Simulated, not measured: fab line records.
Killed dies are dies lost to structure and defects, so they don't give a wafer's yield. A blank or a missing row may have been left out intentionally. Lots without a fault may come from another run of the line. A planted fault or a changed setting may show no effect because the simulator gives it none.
Which tool was responsible? + flow gf180mcu + Sampling: 14 lots, 39 wafers, 6 of 602 route steps

WHAT EACH GAUGE READ, for each wafer
GF_STI_THK_MEAS_24. Usual: STI_CVD_23_THK gives 653 nm (standard deviation 7.7).
| lot  | measured    | on            | STI_CVD_23_THK (nm) | flag |
|------|-------------|---------------|---------------------|------|
| L463 | day 2 06:17 | film-metro-01 | 656 660 659         |      |
| L464 | day 2 08:11 | film-metro-01 | 655 652 655         |      |
| L465 | day 2 15:43 | film-metro-02 | 669 667 658         |      |
| L467 | day 3 00:20 | film-metro-02 | 654 656 645         |      |
| L468 | day 3 04:57 | film-metro-03 | 677 662 672         |      |
| L469 | day 3 11:54 | film-metro-03 | 654 666 654         |      |
| L472 | day 4 04:05 | film-metro-02 | 655 653 654         |      |
| L473 | day 4 10:52 | film-metro-03 | 653 654 649         |      |
| L475 | day 4 22:56 | film-metro-02 | 657 651 662         |      |
| L478 | day 5 10:04 | film-metro-02 | 651 650 657         |      |
| L482 | day 6 06:26 | film-metro-03 | 938 657             | OFF  |
| L484 | day 6 15:56 | film-metro-01 | 906 639             | OFF  |
| L485 | day 6 20:34 | film-metro-03 | 918 641             | OFF  |
| L486 | day 7 04:49 | film-metro-01 | 648 645 643         |      |

GF_MVPSD_OVL_MEAS_07. Usual: MVPSD_OVL gives -0.1 nm (standard deviation 1.6).
| lot  | measured     | on         | MVPSD_OVL (nm) | flag |
|------|--------------|------------|----------------|------|
| L463 | day 5 03:19  | overlay-02 | 0.0 0.4 -2.9   |      |
| L464 | day 5 04:37  | overlay-01 | -2.6 -3.1 -3.6 |      |
| L465 | day 5 13:25  | overlay-02 | -1.6 -0.9 -2.2 |      |
| L467 | day 5 23:41  | overlay-02 | -0.1 1.2 -0.8  |      |
| L468 | day 6 06:13  | overlay-02 | 0.8 0.6 1.2    |      |
| L469 | day 6 13:36  | overlay-01 | -0.9 -0.9 1.2  |      |
| L472 | day 7 10:31  | overlay-02 | 0.9 0.3 0.8    |      |
| L473 | day 7 17:19  | overlay-02 | 2.8 2.0 1.5    |      |
| L475 | day 8 10:19  | overlay-02 | -0.7 -1.3 -1.1 |      |
| L478 | day 8 19:59  | overlay-02 | 0.0 -1.1 -0.5  |      |
| L482 | day 9 18:02  | overlay-02 | 2.6 1.4        |      |
| L484 | day 10 05:12 | overlay-01 | 1.2 1.0        |      |
| L485 | day 10 11:03 | overlay-01 | 0.9 2.7        |      |
| L486 | day 10 23:15 | overlay-01 | 1.6 0.9 0.7    |      |

GF_CONTACT_RS_MEAS_25: the measuring method here is four-point-probe. Usual: CONTACT_W_RS gives 0.380 ohm/sq (standard deviation 0.0074).
| lot  | measured     | on            | CONTACT_W_RS (ohm/sq) | flag |
|------|--------------|---------------|-----------------------|------|
| L463 | day 16 07:02 | film-metro-04 | 0.393 0.374 0.374     |      |
| L464 | day 16 12:40 | film-metro-04 | 0.386 0.367 0.375     |      |
| L465 | day 17 00:23 | film-metro-02 | 0.385 0.382 0.377     |      |
| L467 | day 17 18:37 | film-metro-01 | 0.391 0.391 0.387     |      |
| L468 | day 18 05:22 | film-metro-04 | 0.372 0.388 0.373     |      |
| L469 | day 18 10:05 | film-metro-04 | 0.392 0.390 0.378     |      |
| L472 | day 19 20:11 | film-metro-02 | 0.375 0.377 0.369     |      |
| L473 | day 20 07:25 | film-metro-04 | 0.369 0.374 0.388     |      |
| L475 | day 21 06:52 | film-metro-04 | 0.382 0.375 0.391     |      |
| L478 | day 22 02:55 | film-metro-01 | 0.376 0.375 0.392     |      |
| L482 | day 23 06:07 | film-metro-02 | 0.389 0.376           |      |
| L484 | day 23 19:37 | film-metro-02 | 0.375 0.368           |      |
| L485 | day 24 02:11 | film-metro-02 | 0.379 0.387           |      |
| L486 | day 24 15:00 | film-metro-02 | 0.381 0.386 0.384     |      |

GF_CONTACT_THK_MEAS_26: measures by xrf. Usual: CONTACT_W_THK gives 299 nm (standard deviation 6.5).
| lot  | measured     | on            | CONTACT_W_THK (nm) | flag |
|------|--------------|---------------|--------------------|------|
| L463 | day 16 07:09 | film-metro-04 | 291 305 304        |      |
| L464 | day 16 12:47 | film-metro-04 | 297 309 303        |      |
| L465 | day 17 00:30 | film-metro-02 | 293 296 300        |      |
| L467 | day 17 18:44 | film-metro-01 | 286 286 290        |      |
| L468 | day 18 05:28 | film-metro-04 | 307 295 307        |      |
| L469 | day 18 10:12 | film-metro-04 | 292 295 304        |      |
| L472 | day 19 20:16 | film-metro-02 | 303 302 308        |      |
| L473 | day 20 07:32 | film-metro-04 | 309 305 293        |      |
| L475 | day 21 06:59 | film-metro-04 | 302 308 294        |      |
| L478 | day 22 03:02 | film-metro-01 | 298 299 287        |      |
| L482 | day 23 06:11 | film-metro-02 | 291 303            |      |
| L484 | day 23 19:44 | film-metro-02 | 304 305            |      |
| L485 | day 24 02:19 | film-metro-02 | 297 292            |      |
| L486 | day 24 15:07 | film-metro-02 | 295 292 293        |      |

EACH LOT AND THE TOOL THAT RAN IT (in order: tool; ch and the chambers of the sampled wafers; start)
| lot  | GF_STI_CVD_23                   | GF_STI_CMP_25                |
|------|---------------------------------|------------------------------|
| L463 | hdpcvd-01 ch 0,2, day 2 06:12   | cmp-02 ch 0,3, day 2 06:20   |
| L464 | hdpcvd-02 ch 0,1,2, day 2 08:07 | cmp-01 ch 0,1,3, day 2 08:15 |
| L465 | hdpcvd-02 ch 1,2, day 2 15:37   | cmp-01 ch 0,1, day 2 15:46   |
| L467 | hdpcvd-02 ch 1,2, day 3 00:15   | cmp-02 ch 0,1,3, day 3 00:23 |
| L468 | hdpcvd-01 ch 0,1, day 3 04:51   | cmp-01 ch 0,2, day 3 04:59   |
| L469 | hdpcvd-01 ch 1,2, day 3 11:49   | cmp-01 ch 1,2, day 3 11:57   |
| L472 | hdpcvd-02 ch 0,1,2, day 4 04:01 | cmp-01 ch 1,2, day 4 04:07   |
| L473 | hdpcvd-01 ch 0,2, day 4 10:47   | cmp-02 ch 0,1,2, day 4 10:55 |
| L475 | hdpcvd-01 ch 0,1,2, day 4 22:52 | cmp-01 ch 1,3, day 4 23:00   |
| L478 | hdpcvd-01 ch 1,2, day 5 09:59   | cmp-02 ch 1,3, day 5 10:07   |
| L482 | hdpcvd-02 ch 0,2, day 6 06:22   | cmp-01 ch 0,3, day 6 06:40   |
| L484 | hdpcvd-02 ch 0,1, day 6 15:51   | cmp-02 ch 0,3, day 6 15:59   |
| L485 | hdpcvd-02 ch 0,1, day 6 20:29   | cmp-02 ch 1, day 6 20:37     |
| L486 | hdpcvd-01 ch 0,1,2, day 7 04:44 | cmp-01 ch 0,1,2, day 7 04:56 |
- GF_STI_CVD_23: deposits SiO2, target thk 650 nm, time 108.3 s.
- GF_STI_CMP_25: polishes, stops on Si3N4, t overpolish 33 s, target thk 524.6 nm.

AS READ BY THE TOOLS THEMSELVES (means over the sampled wafers that have a number; for cases with no such wafer, the mark the record gives instead)
GF_STI_CVD_23. Usual: susceptor-temp-C reads 600.00 C (standard deviation 0.26).
| lot  | tool      | susceptor-temp-C (C) | flag |
|------|-----------|----------------------|------|
| L463 | hdpcvd-01 | 600.27               |      |
| L464 | hdpcvd-02 | 600.10               |      |
| L465 | hdpcvd-02 | 599.78               |      |
| L467 | hdpcvd-02 | 599.81               |      |
| L468 | hdpcvd-01 | 599.81               |      |
| L469 | hdpcvd-01 | 599.89               |      |
| L472 | hdpcvd-02 | 600.01               |      |
| L473 | hdpcvd-01 | 599.95               |      |
| L475 | hdpcvd-01 | 600.07               |      |
| L478 | hdpcvd-01 | 600.02               |      |
| L482 | hdpcvd-02 | 599.77               |      |
| L484 | hdpcvd-02 | 600.02               |      |
| L485 | hdpcvd-02 | 600.04               |      |
| L486 | hdpcvd-01 | 600.05               |      |

GF_STI_CMP_25. Usual: edge-zone-pressure-frac 1.001, standard deviation 0.005; motor-current-A 12.3 A, standard deviation 2.2; slurry-flow-ml-min 150.0, standard deviation 0.48; time-to-endpoint-s 124 s, standard deviation 4.8.
| lot  | tool   | edge-zone-pressure-frac | motor-current-A (A) | slurry-flow-ml-min | time-to-endpoint-s (s) | flag |
|------|--------|-------------------------|---------------------|--------------------|------------------------|------|
| L463 | cmp-02 | 1.001                   | 14.0                | 149.6              | 125                    |      |
| L464 | cmp-01 | 1.006                   | 12.2                | 150.2              | 126                    |      |
| L465 | cmp-01 | 1.006                   | 13.5                | 150.5              | 129                    |      |
| L467 | cmp-02 | 1.006                   | 13.6                | 150.2              | 122                    |      |
| L468 | cmp-01 | 0.998                   | 11.1                | 150.1              | 130                    |      |
| L469 | cmp-01 | 1.001                   | 10.8                | 150.1              | 130                    |      |
| L472 | cmp-01 | 1.007                   | 11.6                | 149.6              | 119                    |      |
| L473 | cmp-02 | 1.000                   | 13.3                | 149.9              | 124                    |      |
| L475 | cmp-01 | 1.006                   | 11.1                | 150.4              | 123                    |      |
| L478 | cmp-02 | 1.002                   | 12.8                | 150.3              | 125                    |      |
| L482 | cmp-01 | 0.998                   | 11.8                | 149.4              | 152                    | OFF  |
| L484 | cmp-02 | 1.000                   | 13.4                | 149.7              | 146                    | OFF  |
| L485 | cmp-02 | 0.996                   | 14.6                | 149.4              | 156                    | OFF  |
| L486 | cmp-01 | 1.000                   | 12.3                | 150.0              | 121                    |      |

THE ANSWER, worked out from the rows above alone
Rule: a lot is off if the mean of its wafers that have a number lies more than 3 standard deviations from the usual mean. A lot without any number at a reading at which 4 lots or more have one is off too. Any other lot the step has rows for is counted as sound. First the gauges in route order, then the tools' own readings, where a lot's mean is used as printed above. The first step at which some lot is off is used, and at that step the reading that is off furthest; a lot without a number counts as furthest.
Off: L482, L484, L485, at GF_STI_THK_MEAS_24 (STI_CVD_23_THK).
If a tool, at a process step before that reading, ran all the lots that are off and no sound lot after the first of them, it fits. Not tried: the gauges at GF_STI_THK_MEAS_24; whatever is off there is also off at GF_STI_CMP_25, on other tools, and gauge error can't account for it. One candidate fits, namely hdpcvd-02 at GF_STI_CVD_23. A fault onset in the window from L472 (day 4 04:01, its last sound lot) to L482 (day 6 06:22, its first lot off) fits.

WHAT THE SIMULATOR HAD INSERTED
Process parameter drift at GF_STI_CVD_23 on hdpcvd-02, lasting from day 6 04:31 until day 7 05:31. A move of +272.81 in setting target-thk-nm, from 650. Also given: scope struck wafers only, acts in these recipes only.
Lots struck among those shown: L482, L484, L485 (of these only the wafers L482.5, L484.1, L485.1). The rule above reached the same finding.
